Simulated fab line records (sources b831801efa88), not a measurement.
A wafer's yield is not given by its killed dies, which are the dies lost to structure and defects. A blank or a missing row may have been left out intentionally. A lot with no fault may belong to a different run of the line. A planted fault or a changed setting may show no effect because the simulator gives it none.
Chamber matching / flow gf180mcu / hdpcvd-02 running GF_V5_CVD_00: 3 sister chambers
The step deposits SiO2, target thk 300 nm, time 50 s. 3 wafers are shown with their chamber, then 9 later ones without.

WAFERS WITH THEIR CHAMBER
wafer=L803.3; chamber=0; run length s (s)=77.6
wafer=L803.4; chamber=1; run length s (s)=77.4
wafer=L803.5; chamber=2; run length s (s)=78.2

WAFERS WITHOUT THEIR CHAMBER
wafer=L804.1; run length s (s)=78.0
wafer=L804.3; run length s (s)=77.4
wafer=L804.5; run length s (s)=78.1
wafer=L812.1; run length s (s)=77.7
wafer=L812.2; run length s (s)=77.8
wafer=L812.3; run length s (s)=78.1
wafer=L813.4; run length s (s)=77.5
wafer=L813.5; run length s (s)=77.5
wafer=L813.6; run length s (s)=78.1

CHAMBER TAKEN BY EACH
wafer=L804.1; from the rows above=can't be placed: 2 or 0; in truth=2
wafer=L804.3; from the rows above=can't be placed: 1 or 0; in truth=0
wafer=L804.5; from the rows above=2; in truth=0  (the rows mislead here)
wafer=L812.1; from the rows above=can't be placed: 0 or 1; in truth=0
wafer=L812.2; from the rows above=can't be placed: 0 or 1 or 2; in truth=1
wafer=L812.3; from the rows above=2; in truth=2
wafer=L813.4; from the rows above=can't be placed: 0 or 1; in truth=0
wafer=L813.5; from the rows above=can't be placed: 0 or 1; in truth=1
wafer=L813.6; from the rows above=2; in truth=2
Correct placement for 2 of the 9. From these rows, 6 cannot be placed; in 6 the true chamber is one of the candidates. Number placed wrongly: 1.
How it was worked out, from the rows above alone: a wafer's distance from a chamber is the root of the sum, over the readings, of the square of ((its reading less the chamber's mean) divided by the reading's scatter). If the next closest chamber is less than 2 further off than the closest, the wafer can't be placed; otherwise it belongs to the closest. The mean given for a chamber averages the wafers shown for that chamber. The scatter: with one shown wafer a chamber, the root of the mean of the squares of how far each hidden wafer lies from its nearest shown one.
